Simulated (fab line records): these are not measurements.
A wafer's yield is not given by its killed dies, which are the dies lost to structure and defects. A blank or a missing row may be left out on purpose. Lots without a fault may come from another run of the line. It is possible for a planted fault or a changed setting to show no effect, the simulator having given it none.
The same fault as seen by 2 desks	flow gf180mcu	what lay behind the numbers comes last; until then each desk has only its own

== FROM THE METROLOGY DESK ==
Means of the sampled wafers that have a number, per lot and without regard to the tool the lot ran on: this is what the gauges read. Any lot whose mean is over 4 standard deviations away from the usual mean is out of limits and marked OUT; that distance is given in the brackets.
Columns: A = DNWELL_TW at GF_DNWELL_TW_MEAS_09, usual 1349; B = LVPWELL_RS at GF_VT_IMPLANT_RS_MEAS_48, usual 1198 ohm/sq
lot	first seen here	A	B
L178	day 2 18:11	1351	1195
L179	day 3 00:38	1343	1195
L180	day 3 06:25	1342	1191
L181	day 3 10:27	1362	1196
L182	day 3 16:13	1358	1197
L183	day 3 21:33	1364	1196
L190	day 5 10:28	1334	1206
L193	day 6 03:29	1342	1195
L195	day 6 15:04	1345	1199
L196	day 6 20:54	1339	1196
L198	day 7 05:31	1356	1197
L200	day 7 15:31	1357	1204
L201	day 7 20:07	1319	1198
This desk's finding: nothing out of limits on any of the 13 lots.

== TOOL OWNER'S DESK, implanter-02 ==
GF_LVPWELL_IMPLANT_09, tool's own readings: per-lot mean of the sampled wafers with a number, covering each lot this tool ran. Any lot whose mean is over 4 standard deviations away from the usual mean is out of limits and marked OUT; that distance is given in the brackets.
Columns: A = faraday_current_uA at GF_LVPWELL_IMPLANT_09, usual 28.1
lot	first seen here	A
L183	day 5 02:29	27.3
L190	day 6 16:02	27.3
This desk's finding: nothing out of limits on any of the 2 lots.

== ALL TOGETHER ==
The metrology desk saw nothing out of limits.
The tool owner's desk saw nothing out of limits.

== WHAT THE SIMULATOR HAD PUT IN ==
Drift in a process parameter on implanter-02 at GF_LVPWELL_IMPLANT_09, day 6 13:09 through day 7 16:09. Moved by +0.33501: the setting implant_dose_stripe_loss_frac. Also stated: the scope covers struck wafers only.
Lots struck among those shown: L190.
